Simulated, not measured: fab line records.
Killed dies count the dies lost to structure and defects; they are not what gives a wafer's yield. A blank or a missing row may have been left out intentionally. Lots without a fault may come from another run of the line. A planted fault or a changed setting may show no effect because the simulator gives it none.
Matching of chambers | flow gf180mcu | GF_M5_ETCH_09 on rie_diel-02 has 4 sister chambers
The step etches Si3N4 in CF4/O2, target depth 52 nm, time 11.6 s. 18 wafers are shown with their chamber, then 9 later ones without.

WAFERS WITH THEIR CHAMBER
wafer  | chamber | drypump_motor_current_A (A) | oes_product_au (a.u.) | bias_w (W)
L078.2 | 3       | 5.4                         | 0.996                 | 150.7
L078.5 | 1       | 5.9                         | 1.007                 | 150.3
L078.6 | 2       | 4.8                         | 1.009                 | 150.1
L079.4 | 2       | 4.7                         | 1.008                 | 149.9
L079.5 | 3       | 5.4                         | 0.998                 | 150.7
L079.6 | 0       | 5.0                         | 1.012                 | 150.4
L082.1 | 2       | 4.8                         | 1.009                 | 150.2
L082.3 | 1       | 5.9                         | 1.013                 | 150.2
L082.5 | 1       | 5.9                         | 1.008                 | 150.1
L087.2 | 0       | 5.0                         | 1.000                 | 150.2
L087.3 | 2       | 4.8                         | 1.008                 | 150.6
L087.5 | 0       | 5.0                         | 1.014                 | 150.2
L088.1 | 0       | 5.1                         | 1.009                 | 150.2
L088.3 | 3       | 5.4                         | 0.994                 | 150.6
L088.6 | 0       | 5.0                         | 1.012                 | 150.1
L092.3 | 0       | 5.1                         | 1.006                 | 149.7
L092.5 | 2       | 4.8                         | 0.998                 | 150.3
L092.6 | 1       | 5.9                         | 1.010                 | 150.0

SIGNATURES (averages over the wafers above)
reading                 | chamber 0 | chamber 1 | chamber 2 | chamber 3 | scatter within a chamber
drypump_motor_current_A | 5.033     | 5.900     | 4.780     | 5.400     | 0.039
oes_product_au          | 1.00883   | 1.00950   | 1.00640   | 0.99600   | 0.00423
bias_w                  | 150.133   | 150.150   | 150.220   | 150.667   | 0.207
Rule: a wafer lies at a distance from a chamber equal to the root of the sum of squares, over the readings, of (its reading less the chamber's mean, divided by the reading's scatter). If the next closest chamber is less than 2 further off than the closest, the wafer can't be placed; otherwise it belongs to the closest. The scatter is the square root of a quotient: the sum, over the shown wafers, of each reading's squared deviation from its chamber's mean, divided by wafers minus chambers.

WAFERS WHOSE CHAMBER IS MISSING
wafer  | drypump_motor_current_A (A) | oes_product_au (a.u.) | bias_w (W)
L093.2 | 5.1                         | 1.008                 | 149.9
L093.3 | 5.4                         | 0.991                 | 150.7
L093.4 | 4.8                         | 1.001                 | 150.6
L096.1 | 5.1                         | 1.014                 | 149.4
L096.2 | 5.4                         | 1.002                 | 150.3
L096.3 | 5.9                         | 1.014                 | 149.5
L097.1 | 5.4                         | 1.001                 | 149.7
L097.5 | 5.0                         | 1.011                 | 149.5
L097.6 | 5.9                         | 1.006                 | 150.9

WHICH CHAMBER EACH WENT THROUGH
wafer  | from the rows above | in truth
L093.2 | 0                   | 0
L093.3 | 3                   | 3
L093.4 | 2                   | 2
L096.1 | 0                   | 0
L096.2 | 3                   | 3
L096.3 | 1                   | 1
L097.1 | 3                   | 3
L097.5 | 0                   | 0
L097.6 | 1                   | 1
Placed correctly: 9 of 9. Can't be placed from these rows: 0. 0 placed wrongly.
